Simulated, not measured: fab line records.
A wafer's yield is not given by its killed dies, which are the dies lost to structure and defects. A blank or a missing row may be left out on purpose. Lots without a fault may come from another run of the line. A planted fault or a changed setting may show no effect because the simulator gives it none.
The tool behind it: which one?    flow sky130    42 wafers from 14 lots sampled at 5 of the route's 708 steps

## WHAT EACH GAUGE READ, for each wafer
SKY_LDD_HVN_TW_MEAS_10.
lot   measured      on            LDD_HVN_TW
L532  day 21 18:05  filmMetro-01  1460 1461 1455
L535  day 21 20:47  filmMetro-01  1464 1468 1468
L533  day 21 21:14  filmMetro-04  1439 1433 1437
L534  day 21 21:53  filmMetro-04  1432 1429 1437
L540  day 23 09:41  filmMetro-04  1425 1425 1428
L541  day 23 16:17  filmMetro-01  1456 1450 1461
L543  day 24 03:32  filmMetro-04  1440 1441 1442
L542  day 24 06:14  filmMetro-03  1427 1424 1426
L547  day 25 14:45  filmMetro-04  1428 1438 1428
L548  day 26 10:50  filmMetro-03  1415 1412 1417
L550  day 27 03:14  filmMetro-03  1417 1417 1412
L553  day 27 21:14  filmMetro-03  1412 1416 1409
L554  day 28 01:35  filmMetro-01  1452 1460 1458
L555  day 28 10:42  filmMetro-04  1431 1433 1426

SKY_SD_P_CD_MEAS_07: target cd 380 nm.
lot   measured      on        cdNm (nm)
L532  day 26 19:10  cdSem-02  382.9 380.4 381.2
L535  day 26 23:56  cdSem-01  379.4 379.2 379.9
L533  day 26 23:47  cdSem-01  378.8 378.5 378.9
L534  day 26 22:58  cdSem-02  380.6 384.6 383.3
L540  day 28 08:35  cdSem-02  382.4 380.7 379.4
L541  day 28 14:24  cdSem-01  380.5 381.7 382.8
L543  day 29 00:43  cdSem-02  378.6 380.4 379.0
L542  day 29 04:28  cdSem-01  380.9 379.9 378.2
L547  day 30 10:32  cdSem-02  384.3 382.9 382.3
L548  day 31 04:32  cdSem-01  380.8 383.5 381.8
L550  day 31 23:11  cdSem-01  380.8 381.9 379.5
L553  day 32 13:11  cdSem-02  384.8 384.8 388.4
L554  day 32 17:36  cdSem-01  379.9 380.4 380.2
L555  day 33 03:56  cdSem-01  386.2 382.9 385.9

SKY_RES_XHIGH_TW_MEAS_09.
lot   measured      on            RES_XHIGH_TW
L532  day 28 00:39  filmMetro-04  1629 1637 1633
L535  day 28 05:20  filmMetro-04  1638 1638 1637
L533  day 28 05:03  filmMetro-03  1618 1611 1606
L534  day 28 04:13  filmMetro-01  1661 1661 1662
L540  day 29 12:56  filmMetro-01  1673 1673 1674
L541  day 29 18:23  filmMetro-04  1638 1633 1632
L543  day 30 04:52  filmMetro-01  31 30 31 30 31 31
L542  day 30 07:57  filmMetro-04  30 30 30 30 30 30
L547  day 31 13:16  filmMetro-04  1636 1626 1624
L548  day 32 07:45  filmMetro-04  1642 1633 1649
L550  day 33 02:02  filmMetro-04  1639 1645 1637
L553  day 33 16:15  filmMetro-03  1619 1624 1610
L554  day 33 21:03  filmMetro-04  1642 1644 1643
L555  day 34 07:01  filmMetro-04  1645 1649 1647

## TOOL THAT RAN EACH LOT (tool first, then ch and the chambers of the sampled wafers, then the start)
lot   SKY_POLY_CUT_ETCH_11               SKY_RES_XHIGH_EXPOSE_04
L532  rieDiel-02 ch 1,2,3, day 25 14:29  ilineStepper-02 ch 0, day 27 09:41
L535  rieDiel-04 ch 0,1,3, day 25 18:32  ilineStepper-02 ch 0, day 27 14:52
L533  rieDiel-01 ch 0,1,3, day 25 18:20  ilineStepper-01 ch 0, day 27 14:19
L534  rieDiel-04 ch 0,2,3, day 25 18:06  ilineStepper-01 ch 0, day 27 13:51
L540  rieDiel-01 ch 1,3, day 27 04:26    ilineStepper-01 ch 0, day 28 23:08
L541  rieDiel-01 ch 1,2,3, day 27 09:53  ilineStepper-01 ch 0, day 29 05:15
L543  rieDiel-01 ch 2,3, day 27 21:15    ilineStepper-02, day 29 15:03
L542  rieDiel-04 ch 2,3, day 28 00:17    ilineStepper-02, day 29 18:01
L547  rieDiel-02 ch 0,1,3, day 29 06:53  ilineStepper-02 ch 0, day 30 23:47
L548  rieDiel-04 ch 0,2, day 30 01:06    ilineStepper-02 ch 0, day 31 18:14
L550  rieDiel-02 ch 2,3, day 30 20:15    ilineStepper-02 ch 0, day 32 12:56
L553  rieDiel-01 ch 0,2,3, day 31 10:24  ilineStepper-01 ch 0, day 33 02:31
L554  rieDiel-04 ch 1,2, day 31 14:08    ilineStepper-01 ch 0, day 33 07:21
L555  rieDiel-01 ch 1,2, day 32 01:57    ilineStepper-02 ch 0, day 33 18:28
- SKY_POLY_CUT_ETCH_11: etches Si3N4 in CF4/CH2F2/Ar, stops on poly-Si, time 42.5 s, target depth 60 nm.
- SKY_RES_XHIGH_EXPOSE_04: exposes mask URPM, target cd 1270 nm.

## AS READ BY THE TOOLS THEMSELVES (means over the sampled wafers that have a number; for cases with no such wafer, the mark the record gives instead)
SKY_POLY_CUT_ETCH_11.
lot   tool        drypumpMotorCurrentA (A)  oesProductAu (a.u.)  throttleValvePct (%)
L532  rieDiel-02  5.76                      0.822                14.990
L535  rieDiel-04  5.94                      0.830                14.978
L533  rieDiel-01  5.57                      0.825                14.999
L534  rieDiel-04  6.07                      0.828                15.001
L540  rieDiel-01  5.47                      0.827                14.998
L541  rieDiel-01  5.69                      0.828                14.989
L543  rieDiel-01  5.67                      0.821                14.994
L542  rieDiel-04  5.84                      0.830                15.000
L547  rieDiel-02  5.75                      0.832                14.984
L548  rieDiel-04  6.14                      0.833                15.001
L550  rieDiel-02  5.71                      0.825                14.992
L553  rieDiel-01  5.78                      0.821                14.985
L554  rieDiel-04  5.70                      0.825                14.998
L555  rieDiel-01  5.92                      0.823                15.010

SKY_RES_XHIGH_EXPOSE_04.
lot   tool             exposureDoseMJCm2  focusOffsetNm (nm)
L532  ilineStepper-02  140.12             0.3
L535  ilineStepper-02  140.04             0.0
L533  ilineStepper-01  140.07             -0.2
L534  ilineStepper-01  140.01             0.4
L540  ilineStepper-01  140.05             0.8
L541  ilineStepper-01  140.07             -0.7
L543  ilineStepper-02  -                  -
L542  ilineStepper-02  -                  -
L547  ilineStepper-02  139.94             -0.1
L548  ilineStepper-02  139.88             0.1
L550  ilineStepper-02  140.28             -0.3
L553  ilineStepper-01  139.79             0.4
L554  ilineStepper-01  139.95             0.8
L555  ilineStepper-02  139.99             0.0

## THE ANSWER, worked out from the rows above alone
Rule: the usual values come from the lots themselves. Put in order of their means at a reading, lots are off if they are a third of the lots or fewer, leave a main group of 4 or more, and stand apart from it by a gap of 3 or more times the standard deviation of the main group's means; of several such gaps the widest counts. A main group whose means are all the same, to the digits that the tables above print for the reading, isn't used. A lot without any number at a reading at which 4 lots or more have one is off too. Any other lot the step has rows for is counted as sound. First the gauges in route order, then the tools' own readings, where a lot's mean is used as printed above. At the first step where some lot is off, the reading lying furthest off is the one used; lots without a number count as furthest.
Off: at SKY_RES_XHIGH_TW_MEAS_09 (RES_XHIGH_TW), L543, L542. For the main group the mean is 1639 and the standard deviation 16.
If a tool, at a process step before that reading, ran all the lots that are off and no sound lot after the first of them, it fits. The gauges at SKY_RES_XHIGH_TW_MEAS_09 aren't tried: what is off there is off at SKY_RES_XHIGH_EXPOSE_04 too, on other tools, and a gauge's error can't cause that. None of those tried fits.

## WHAT THE SIMULATOR PUT IN
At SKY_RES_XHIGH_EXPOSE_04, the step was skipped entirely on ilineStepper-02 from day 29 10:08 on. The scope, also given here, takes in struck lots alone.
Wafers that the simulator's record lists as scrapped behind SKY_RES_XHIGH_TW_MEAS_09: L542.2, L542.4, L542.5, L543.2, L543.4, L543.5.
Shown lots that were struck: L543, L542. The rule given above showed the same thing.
